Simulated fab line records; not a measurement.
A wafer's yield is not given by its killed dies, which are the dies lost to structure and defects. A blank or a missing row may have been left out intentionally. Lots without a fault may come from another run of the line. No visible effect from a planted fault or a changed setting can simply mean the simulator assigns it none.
fab line records	flow sky130	part 1 of 2: steps 1 to 26 of 35
record lots=5	wafers=15	lastDay=49
route steps=708 shown FIELD_ISO@30 NWELL@32 DNWELL@35 PWDE@45
lots with no fault: from the same line, run without faults
startH: start of the lot's first displayed wafer, in hours after the record's first day	waitH: hours elapsed since this lot's preceding step	" same as the row above	L1.1+2: one row covering several wafers at once	- no value, or no start was given	* or withheld: withheld	< > ~ a bound
route shown NAME@n: names a module that has steps shown in the file, with the first one's number in the route	usual: mean/standard deviation of fault-free wafers	same: alike in all rows	chamber/n: place in a boat	sites: each site's reading	_std_site: the values' standard deviation	_edge_site: the outer-site mean with the inner-site mean subtracted	radiusMm: how far each site lies from the wafer's centre	mask NAME#n: copy n	behind: the last tool/chamber to shape the wafer	hold: cause of the lot's hold/its duration in hours/its outcome	device: which transistor (n, p or np) failed to switch	end of line: the tests these same wafers got at the end of their route	a step given without rows: its recipe and nothing more	killed: count of dies lost to structure and defects at first sort (not the wafer's yield)	map: a wafer's dies, x killed, . not, _ none there
set.NAME: setting as actually run; set.NAME@STEP: the setting as run at that earlier step	model.NAME: the simulator's own value behind a step, which no gauge read
lots seen at some steps along the route; tables by step, rows by wafer
services: a tool's chamber out of use, with start hour (startH, from the record's first day; less than 0 if before it), hours out, and reason
## steps
# step SKY_FIELD_ISO_WET_ETCH_29
# recipe chemistry=H3PO4	targetDepthNm=160	target=Si3N4	tempC=160	timeS=1825
lot.wafer	tool	chamber	startH	waitH
L076.3+5+6	wetBench-04	1	45.18	0.0
L078.2+4+5	wetBench-03	1	56.17	0.0
L079.1+2+4	wetBench-04	2	61.38	0.0
L083.1+3+5	wetBench-03	0	82.00	0.0
L088.1+2+6	wetBench-03	2	108.22	0.0
# step SKY_FIELD_ISO_WET_ETCH_30
# recipe chemistry=dHF	targetDepthNm=25	target=SiO2	dilution=10:1	tempC=25	timeS=50
lot.wafer	tool	chamber	startH	waitH
L076.3+5+6	wetBench-03	2	45.70	0.0
L078.2+4+5	wetBench-04	1	56.68	0.0
L079.1+2+4	wetBench-03	0	61.99	0.0
L083.1+3+5	wetBench-02	1	82.52	0.0
L088.1+2+6	wetBench-02	3	109.25	0.0
# step SKY_NWELL_CLEAN_00
# recipe chemistry=SC1/SC2	mix=1:4:20	tempC=70	timeS=150	dry=n2Spin
lot.wafer	tool	chamber	startH	waitH
L076.3+5+6	wetBench-02	1	45.72	0.0
L078.2+4+5	wetBench-03	1	56.71	0.0
L079.1+2+4	wetBench-02	0	62.01	0.0
L083.1+3+5	wetBench-04	1	82.54	0.0
L088.1+2+6	wetBench-04	2	109.27	0.0
# step SKY_NWELL_OXIDATION_01
# recipe tempC=900	ambient=O2	stabiliseS=600	purgeS=300	targetThkA=100	oxTimeS=1418
# usual spikeTcBottomC=920.8/1.3
lot.wafer	tool	chamber	startH	waitH	spikeTcBottomC
L076.3	furnace-01	0	47.18	1.4	920.1
L076.5	"	0	"	"	920.0
L076.6	"	0	"	"	919.9
L078.2	furnace-02	0	58.16	1.4	922.7
L078.4	"	0	"	"	922.2
L078.5	"	0	"	"	920.0
L079.1	furnace-01	0	62.80	0.7	919.5
L079.2	"	0	"	"	920.5
L079.4	"	0	"	"	920.1
L083.1	furnace-02	0	83.79	1.2	922.1
L083.3	"	0	"	"	923.9
L083.5	"	0	"	"	922.8
L088.1	furnace-02	0	110.48	1.2	922.3
L088.2	"	0	"	"	923.1
L088.6	"	0	"	"	922.7
# step SKY_NWELL_THK_MEAS_02
# recipe reads=SiO2_of_NWELL_OXIDATION_01
# usual NWELL_OXIDATION_THK=9.86/0.18
lot.wafer	tool	chamber	startH	waitH	NWELL_OXIDATION_THK[nm]
L076.3	filmMetro-03	-	48.60	0.0	9.97
L076.5	"	-	"	"	10.04
L076.6	"	-	"	"	10.02
L078.2	filmMetro-03	-	59.57	0.0	10.05
L078.4	"	-	"	"	10.09
L078.5	"	-	"	"	10.04
L079.1	filmMetro-02	-	64.20	0.0	10.16
L079.2	"	-	"	"	9.86
L079.4	"	-	"	"	9.91
L083.1	filmMetro-02	-	85.19	0.0	9.48
L083.3	"	-	"	"	9.59
L083.5	"	-	"	"	9.57
L088.1	filmMetro-03	-	111.87	0.0	9.58
L088.2	"	-	"	"	9.55
L088.6	"	-	"	"	9.53
# step SKY_DNWELL_DEHYDRATE_00
# recipe tempC=200	timeS=60
# usual plateTempC=200.00/0.16	resistLineTempC=22.98/0.11
lot.wafer	tool	chamber	startH	waitH	plateTempC	resistLineTempC
L076.3	lithoTrack-02	0	56.44	7.8	199.83	22.78
L076.5	"	0	"	"	200.14	22.88
L076.6	"	0	"	"	200.01	22.86
L078.2	lithoTrack-03	0	67.84	8.3	199.75	22.89
L078.4	"	0	"	"	199.79	22.72
L078.5	"	0	"	"	199.83	22.97
L079.1	lithoTrack-02	0	71.84	7.6	200.08	22.97
L079.2	"	0	"	"	199.88	22.97
L079.4	"	0	"	"	200.04	23.14
L083.1	lithoTrack-02	0	93.49	8.3	200.25	23.00
L083.3	"	0	"	"	199.86	23.15
L083.5	"	0	"	"	200.11	23.11
L088.1	lithoTrack-02	0	120.54	8.7	199.77	22.82
L088.2	"	0	"	"	199.87	23.22
L088.6	"	0	"	"	199.75	23.01
# step SKY_DNWELL_HMDS_01
# recipe primeTimeS=60	primeTempC=120
# usual resistLineTempC=23.01/0.099
lot.wafer	tool	chamber	startH	waitH	resistLineTempC
L076.3	lithoTrack-02	0	56.59	0.1	23.22
L076.5	"	0	"	"	23.08
L076.6	"	0	"	"	23.14
L078.2	lithoTrack-03	0	67.99	0.1	22.99
L078.4	"	0	"	"	23.09
L078.5	"	0	"	"	22.92
L079.1	lithoTrack-02	0	71.99	0.1	23.00
L079.2	"	0	"	"	23.06
L079.4	"	0	"	"	23.04
L083.1	lithoTrack-02	0	93.64	0.1	23.10
L083.3	"	0	"	"	23.09
L083.5	"	0	"	"	22.80
L088.1	lithoTrack-02	0	120.69	0.1	22.95
L088.2	"	0	"	"	22.98
L088.6	"	0	"	"	23.08
# step SKY_DNWELL_COAT_02
# recipe spinRpm=2000	resistThkNm=3000
# usual resistLineTempC=22.98/0.098
lot.wafer	tool	chamber	startH	waitH	resistLineTempC
L076.3	lithoTrack-02	0	56.74	0.1	23.05
L076.5	"	0	"	"	22.91
L076.6	"	0	"	"	22.98
L078.2	lithoTrack-03	0	68.14	0.1	22.92
L078.4	"	0	"	"	23.07
L078.5	"	0	"	"	23.17
L079.1	lithoTrack-02	0	72.14	0.1	23.04
L079.2	"	0	"	"	22.77
L079.4	"	0	"	"	22.92
L083.1	lithoTrack-02	0	93.79	0.1	23.01
L083.3	"	0	"	"	23.06
L083.5	"	0	"	"	22.93
L088.1	lithoTrack-02	0	120.84	0.1	22.92
L088.2	"	0	"	"	23.06
L088.6	"	0	"	"	22.79
# step SKY_DNWELL_SOFTBAKE_03
# recipe tempC=110	timeS=withheld
# usual plateTempC=109.98/0.13	resistLineTempC=23.04/0.092
lot.wafer	tool	chamber	startH	waitH	plateTempC	resistLineTempC
L076.3	lithoTrack-02	0	56.90	0.1	109.95	23.01
L076.5	"	0	"	"	110.03	22.97
L076.6	"	0	"	"	109.79	22.88
L078.2	lithoTrack-03	0	68.29	0.1	110.10	22.93
L078.4	"	0	"	"	110.00	23.13
L078.5	"	0	"	"	110.04	22.95
L079.1	lithoTrack-02	0	72.29	0.1	109.99	23.14
L079.2	"	0	"	"	109.95	23.01
L079.4	"	0	"	"	109.95	23.12
L083.1	lithoTrack-02	0	93.94	0.1	109.98	23.00
L083.3	"	0	"	"	109.87	22.95
L083.5	"	0	"	"	109.81	22.94
L088.1	lithoTrack-02	0	120.99	0.1	109.96	23.05
L088.2	"	0	"	"	109.91	23.10
L088.6	"	0	"	"	109.95	23.01
# step SKY_DNWELL_EXPOSE_04
# recipe maskId=DNM	na=0.57	targetCdNm=3000	doseMj=222
# usual stageVelMmS=499.99/0.28
lot.wafer	tool	chamber	startH	waitH	mask	stageVelMmS
L076.3	ilineStepper-01	0	-	-	DNM#0	500.50
L076.5	"	0	"	"	DNM#0	500.14
L076.6	"	0	"	"	DNM#0	500.06
L078.2	ilineStepper-02	0	-	-	DNM#0	499.82
L078.4	"	0	"	"	DNM#0	499.38
L078.5	"	0	"	"	DNM#0	499.91
L079.1	ilineStepper-01	0	-	-	DNM#0	500.21
L079.2	"	0	"	"	DNM#0	500.41
L079.4	"	0	"	"	DNM#0	500.09
L083.1	ilineStepper-02	0	-	-	DNM#0	500.14
L083.3	"	0	"	"	DNM#0	500.25
L083.5	"	0	"	"	DNM#0	499.69
L088.1	ilineStepper-02	0	-	-	DNM#0	500.38
L088.2	"	0	"	"	DNM#0	499.72
L088.6	"	0	"	"	DNM#0	500.54
# step SKY_DNWELL_PEB_05
# recipe tempC=115	timeS=withheld
# usual plateTempC=114.98/0.12	resistLineTempC=23.01/0.099
lot.wafer	tool	chamber	startH	waitH	plateTempC	resistLineTempC
L076.3	lithoTrack-03	0	-	-	115.04	22.89
L076.5	"	0	"	"	115.07	22.90
L076.6	"	0	"	"	115.23	22.84
L078.2	lithoTrack-02	0	-	-	115.06	22.93
L078.4	"	0	"	"	114.89	22.95
L078.5	"	0	"	"	115.00	22.88
L079.1	lithoTrack-03	0	-	-	114.93	22.96
L079.2	"	0	"	"	114.74	22.94
L079.4	"	0	"	"	114.89	22.75
L083.1	lithoTrack-02	0	-	-	115.04	22.98
L083.3	"	0	"	"	115.09	22.98
L083.5	"	0	"	"	115.08	22.94
L088.1	lithoTrack-02	0	-	-	115.05	23.00
L088.2	"	0	"	"	115.05	23.10
L088.6	"	0	"	"	114.91	22.88
# step SKY_DNWELL_DEVELOP_06
# recipe wallAngleDeg=90	developer=TMAH	developTimeS=60	devTempC=23
# usual resistLineTempC=23.01/0.13
lot.wafer	tool	chamber	startH	waitH	resistLineTempC
L076.3	lithoTrack-03	0	-	-	22.85
L076.5	"	0	"	"	23.00
L076.6	"	0	"	"	22.91
L078.2	lithoTrack-02	0	-	-	22.97
L078.4	"	0	"	"	23.04
L078.5	"	0	"	"	22.88
L079.1	lithoTrack-03	0	-	-	23.07
L079.2	"	0	"	"	23.12
L079.4	"	0	"	"	23.22
L083.1	lithoTrack-02	0	-	-	23.03
L083.3	"	0	"	"	23.12
L083.5	"	0	"	"	23.12
L088.1	lithoTrack-02	0	-	-	22.99
L088.2	"	0	"	"	22.86
L088.6	"	0	"	"	23.00
# step SKY_DNWELL_IMPLANT_07
# recipe species=P	energyKev=withheld	doseCm2=withheld	tiltDeg=withheld
lot.wafer	tool	chamber	startH	waitH
L076.3+5+6	implanter-02	0	65.11	-
L078.2+4+5	implanter-01	0	77.41	-
L079.1+2+4	implanter-02	0	81.41	-
L083.1+3+5	implanter-02	0	102.64	-
L088.1+2+6	implanter-04	0	130.69	-
# step SKY_DNWELL_STRIP_08
# recipe chemistry=O2/N2	powerW=1400	pressureMtorr=1500	platenTempC=withheld	o2FlowSccm=3000	n2FlowSccm=300	overashFraction=0.5
# usual drypumpMotorCurrentA=5.8/0.49	oesProductAu=0.722/0.0045	stripTimeToEndpointS=36.90/0.098
lot.wafer	tool	chamber	startH	waitH	drypumpMotorCurrentA	oesProductAu	rfHoursCounterH	stripTimeToEndpointS
L076.3	plasmaAsher-03	0	65.24	0.1	6.1	0.720	-	36.97
L076.5	"	1	"	"	6.1	0.721	-	36.88
L076.6	"	0	"	"	6.1	0.717	-	36.91
L078.2	plasmaAsher-04	1	77.54	0.1	6.0	0.716	43	36.91
L078.4	"	1	"	"	6.0	0.726	-	36.81
L078.5	"	1	"	"	6.0	0.717	-	36.89
L079.1	plasmaAsher-02	1	81.56	0.1	5.2	0.722	42	36.79
L079.2	"	0	"	"	5.2	0.722	42	36.92
L079.4	"	1	"	"	5.2	0.720	-	36.84
L083.1	plasmaAsher-02	1	102.79	0.1	5.2	0.728	44	37.02
L083.3	"	1	"	"	5.2	0.720	-	36.89
L083.5	"	0	"	"	5.2	0.721	-	36.97
L088.1	plasmaAsher-02	0	130.84	0.1	5.3	0.724	2	37.05
L088.2	"	1	"	"	5.2	0.723	2	37.00
L088.6	"	1	"	"	5.2	0.720	-	37.09
# step SKY_DNWELL_TW_MEAS_09
# usual DNWELL_TW=1105/13
lot.wafer	tool	chamber	startH	waitH	DNWELL_TW
L076.3	filmMetro-03	-	65.33	0.1	1112
L076.5	"	-	"	"	1117
L076.6	"	-	"	"	1115
L078.2	filmMetro-02	-	77.65	0.1	1109
L078.4	"	-	"	"	1105
L078.5	"	-	"	"	1104
L079.1	filmMetro-03	-	81.66	0.1	1124
L079.2	"	-	"	"	1123
L079.4	"	-	"	"	1122
L083.1	filmMetro-01	-	102.89	0.1	1087
L083.3	"	-	"	"	1087
L083.5	"	-	"	"	1091
L088.1	filmMetro-02	-	130.94	0.1	1104
L088.2	"	-	"	"	1109
L088.6	"	-	"	"	1102
# step SKY_PWDE_DEHYDRATE_00
# recipe tempC=200	timeS=60
# usual plateTempC=199.99/0.16	resistLineTempC=23.00/0.1
lot.wafer	tool	chamber	startH	waitH	plateTempC	resistLineTempC
L076.3	lithoTrack-02	0	72.54	7.2	199.98	22.88
L076.5	"	0	"	"	200.12	22.94
L076.6	"	0	"	"	200.12	22.90
L078.2	lithoTrack-03	0	86.14	8.5	199.96	23.03
L078.4	"	0	"	"	199.96	23.05
L078.5	"	0	"	"	200.05	23.08
L079.1	lithoTrack-02	0	90.09	8.4	200.12	23.13
L079.2	"	0	"	"	200.51	23.10
L079.4	"	0	"	"	200.15	22.87
L083.1	lithoTrack-02	0	111.44	8.5	199.97	22.96
L083.3	"	0	"	"	200.10	22.99
L083.5	"	0	"	"	199.85	22.96
L088.1	lithoTrack-02	0	140.59	9.6	200.02	22.89
L088.2	"	0	"	"	199.73	22.80
L088.6	"	0	"	"	200.06	22.89
# step SKY_PWDE_HMDS_01
# recipe primeTimeS=60	primeTempC=120
# usual resistLineTempC=23.01/0.11
lot.wafer	tool	chamber	startH	waitH	resistLineTempC
L076.3	lithoTrack-02	0	72.69	0.1	22.94
L076.5	"	0	"	"	23.00
L076.6	"	0	"	"	23.02
L078.2	lithoTrack-03	0	86.29	0.1	23.18
L078.4	"	0	"	"	23.07
L078.5	"	0	"	"	23.14
L079.1	lithoTrack-02	0	90.24	0.1	23.07
L079.2	"	0	"	"	23.01
L079.4	"	0	"	"	23.03
L083.1	lithoTrack-02	0	111.59	0.1	23.07
L083.3	"	0	"	"	23.06
L083.5	"	0	"	"	23.24
L088.1	lithoTrack-02	0	140.74	0.1	22.98
L088.2	"	0	"	"	23.06
L088.6	"	0	"	"	23.14
# step SKY_PWDE_COAT_02
# recipe spinRpm=2000	resistThkNm=3000
# usual resistLineTempC=22.98/0.09
lot.wafer	tool	chamber	startH	waitH	resistLineTempC
L076.3	lithoTrack-02	0	72.84	0.1	22.99
L076.5	"	0	"	"	22.98
L076.6	"	0	"	"	22.98
L078.2	lithoTrack-03	0	86.44	0.1	22.96
L078.4	"	0	"	"	22.93
L078.5	"	0	"	"	22.90
L079.1	lithoTrack-02	0	90.39	0.1	23.04
L079.2	"	0	"	"	22.94
L079.4	"	0	"	"	23.00
L083.1	lithoTrack-02	0	111.74	0.1	22.93
L083.3	"	0	"	"	22.93
L083.5	"	0	"	"	23.00
L088.1	lithoTrack-02	0	140.89	0.1	22.96
L088.2	"	0	"	"	22.99
L088.6	"	0	"	"	22.80
# step SKY_PWDE_SOFTBAKE_03
# recipe tempC=110	timeS=withheld
# usual plateTempC=109.99/0.15	resistLineTempC=23.00/0.11
lot.wafer	tool	chamber	startH	waitH	plateTempC	resistLineTempC
L076.3	lithoTrack-02	0	73.00	0.1	109.95	22.83
L076.5	"	0	"	"	110.09	22.71
L076.6	"	0	"	"	110.18	22.82
L078.2	lithoTrack-03	0	86.59	0.1	110.34	22.95
L078.4	"	0	"	"	110.19	23.02
L078.5	"	0	"	"	110.22	23.07
L079.1	lithoTrack-02	0	90.54	0.1	109.89	23.11
L079.2	"	0	"	"	109.91	23.09
L079.4	"	0	"	"	109.81	23.17
L083.1	lithoTrack-02	0	111.89	0.1	109.88	23.08
L083.3	"	0	"	"	109.88	23.02
L083.5	"	0	"	"	109.76	23.04
L088.1	lithoTrack-02	0	141.04	0.1	109.85	23.06
L088.2	"	0	"	"	110.09	22.88
L088.6	"	0	"	"	109.99	22.78
# step SKY_PWDE_EXPOSE_04
# recipe maskId=PWDEM	na=0.6	sourceShape=conventional	sigmaOuter=0.6	polarization=unpolarized	targetCdNm=840	doseMj=214
# usual stageVelMmS=499.93/0.24
lot.wafer	tool	chamber	startH	waitH	mask	stageVelMmS
L076.3	ilineStepper-01	0	-	-	PWDEM#0	499.98
L076.5	"	0	"	"	PWDEM#0	499.86
L076.6	"	0	"	"	PWDEM#0	500.17
L078.2	ilineStepper-02	0	-	-	PWDEM#0	500.13
L078.4	"	0	"	"	PWDEM#0	499.74
L078.5	"	0	"	"	PWDEM#0	499.92
L079.1	ilineStepper-02	0	-	-	PWDEM#0	499.98
L079.2	"	0	"	"	PWDEM#0	499.79
L079.4	"	0	"	"	PWDEM#0	499.79
L083.1	ilineStepper-02	0	-	-	PWDEM#0	499.58
L083.3	"	0	"	"	PWDEM#0	499.73
L083.5	"	0	"	"	PWDEM#0	499.57
L088.1	ilineStepper-02	0	-	-	PWDEM#0	500.11
L088.2	"	0	"	"	PWDEM#0	499.60
L088.6	"	0	"	"	PWDEM#0	500.00
# step SKY_PWDE_PEB_05
# recipe tempC=115	timeS=withheld
# usual plateTempC=115.01/0.15	resistLineTempC=23.01/0.11
lot.wafer	tool	chamber	startH	waitH	plateTempC	resistLineTempC
L076.3	lithoTrack-01	0	-	-	114.80	22.98
L076.5	"	0	"	"	115.04	22.70
L076.6	"	0	"	"	115.05	22.84
L078.2	lithoTrack-03	0	-	-	114.91	22.83
L078.4	"	0	"	"	115.23	22.80
L078.5	"	0	"	"	115.02	22.76
L079.1	lithoTrack-03	0	-	-	115.12	22.89
L079.2	"	0	"	"	114.97	22.99
L079.4	"	0	"	"	115.17	23.03
L083.1	lithoTrack-02	0	-	-	114.91	22.84
L083.3	"	0	"	"	115.04	22.80
L083.5	"	0	"	"	115.07	23.08
L088.1	lithoTrack-01	0	-	-	115.09	23.02
L088.2	"	0	"	"	114.88	23.05
L088.6	"	0	"	"	115.06	22.97
# step SKY_PWDE_DEVELOP_06
# recipe wallAngleDeg=90	developer=TMAH	developTimeS=60	devTempC=23
# usual resistLineTempC=23.00/0.11
lot.wafer	tool	chamber	startH	waitH	resistLineTempC
L076.3	lithoTrack-01	0	-	-	22.95
L076.5	"	0	"	"	23.02
L076.6	"	0	"	"	22.81
L078.2	lithoTrack-03	0	-	-	23.06
L078.4	"	0	"	"	23.05
L078.5	"	0	"	"	22.93
L079.1	lithoTrack-03	0	-	-	22.98
L079.2	"	0	"	"	22.96
L079.4	"	0	"	"	22.85
L083.1	lithoTrack-02	0	-	-	22.94
L083.3	"	0	"	"	23.02
L083.5	"	0	"	"	23.03
L088.1	lithoTrack-01	0	-	-	23.12
L088.2	"	0	"	"	22.82
L088.6	"	0	"	"	23.01
# step SKY_PWDE_OVL_MEAS_07
# usual PWDE_OVL=1.4/1.4
lot.wafer	tool	chamber	startH	waitH	PWDE_OVL[nm]
L076.3	overlay-01	-	82.24	-	2.0
L076.5	"	-	"	"	2.9
L076.6	"	-	"	"	1.8
L078.2	overlay-01	-	95.97	-	0.7
L078.4	"	-	"	"	1.3
L078.5	"	-	"	"	1.1
L079.1	overlay-02	-	99.46	-	0.2
L079.2	"	-	"	"	-1.3
L079.4	"	-	"	"	1.2
L083.1	overlay-01	-	121.53	-	1.7
L083.3	"	-	"	"	2.0
L083.5	"	-	"	"	1.1
L088.1	overlay-01	-	151.73	-	3.7
L088.2	"	-	"	"	2.4
L088.6	"	-	"	"	2.0
# step SKY_PWDE_IMPLANT_08
# recipe species=B	energyKev=150	doseCm2=3.6e+12	tiltDeg=withheld
# usual faradayCurrentUA=20.3/0.37
lot.wafer	tool	chamber	startH	waitH	faradayCurrentUA
L076.3	implanter-04	0	82.32	0.1	20.1
L076.5	"	0	"	"	20.3
L076.6	"	0	"	"	20.6
L078.2	implanter-04	0	96.02	0.0	20.1
L078.4	"	0	"	"	21.2
L078.5	"	0	"	"	20.4
L079.1	implanter-03	0	99.50	0.0	20.0
L079.2	"	0	"	"	20.9
L079.4	"	0	"	"	20.1
L083.1	implanter-04	0	121.57	0.0	19.9
L083.3	"	0	"	"	20.4
L083.5	"	0	"	"	20.8
L088.1	implanter-03	0	151.77	0.0	20.2
L088.2	"	0	"	"	19.9
L088.6	"	0	"	"	20.1
# step SKY_PWDE_STRIP_09
# recipe chemistry=O2/N2	powerW=1400	pressureMtorr=1500	platenTempC=withheld	o2FlowSccm=3000	n2FlowSccm=300	overashFraction=0.5
# usual drypumpMotorCurrentA=5.8/0.47	oesProductAu=0.723/0.0046	stripTimeToEndpointS=36.91/0.11
lot.wafer	tool	chamber	startH	waitH	drypumpMotorCurrentA	oesProductAu	rfHoursCounterH	stripTimeToEndpointS
L076.3	plasmaAsher-01	0	82.45	0.1	5.3	0.720	-	36.89
L076.5	"	0	"	"	5.2	0.719	-	36.93
L076.6	"	1	"	"	6.3	0.718	-	36.89
L078.2	plasmaAsher-03	0	96.15	0.1	6.0	0.718	28	36.70
L078.4	"	1	"	"	6.1	0.722	-	36.81
L078.5	"	0	"	"	6.0	0.726	-	36.84
L079.1	plasmaAsher-01	0	99.65	0.1	5.3	0.719	29	36.93
L079.2	"	1	"	"	6.3	0.712	29	36.83
L079.4	"	0	"	"	5.3	0.725	-	36.97
L083.1	plasmaAsher-02	0	121.72	0.1	5.2	0.720	0	37.08
L083.3	"	1	"	"	5.2	0.726	-	37.02
L083.5	"	0	"	"	5.2	0.726	-	37.00
L088.1	plasmaAsher-03	0	151.92	0.1	6.0	0.725	34	36.86
L088.2	"	1	"	"	6.1	0.730	34	36.75
L088.6	"	0	"	"	6.0	0.721	-	36.81
# step SKY_PWDE_TW_MEAS_10
# usual PWDE_TW=371/5
lot.wafer	tool	chamber	startH	waitH	PWDE_TW
L076.3	filmMetro-02	-	82.54	0.1	370
L076.5	"	-	"	"	373
L076.6	"	-	"	"	373
L078.2	filmMetro-03	-	96.26	0.1	380
L078.4	"	-	"	"	378
L078.5	"	-	"	"	375
L079.1	filmMetro-01	-	99.75	0.1	364
L079.2	"	-	"	"	363
L079.4	"	-	"	"	367
L083.1	filmMetro-01	-	121.82	0.1	368
L083.3	"	-	"	"	366
L083.5	"	-	"	"	366
L088.1	filmMetro-02	-	152.02	0.1	372
L088.2	"	-	"	"	372
L088.6	"	-	"	"	373
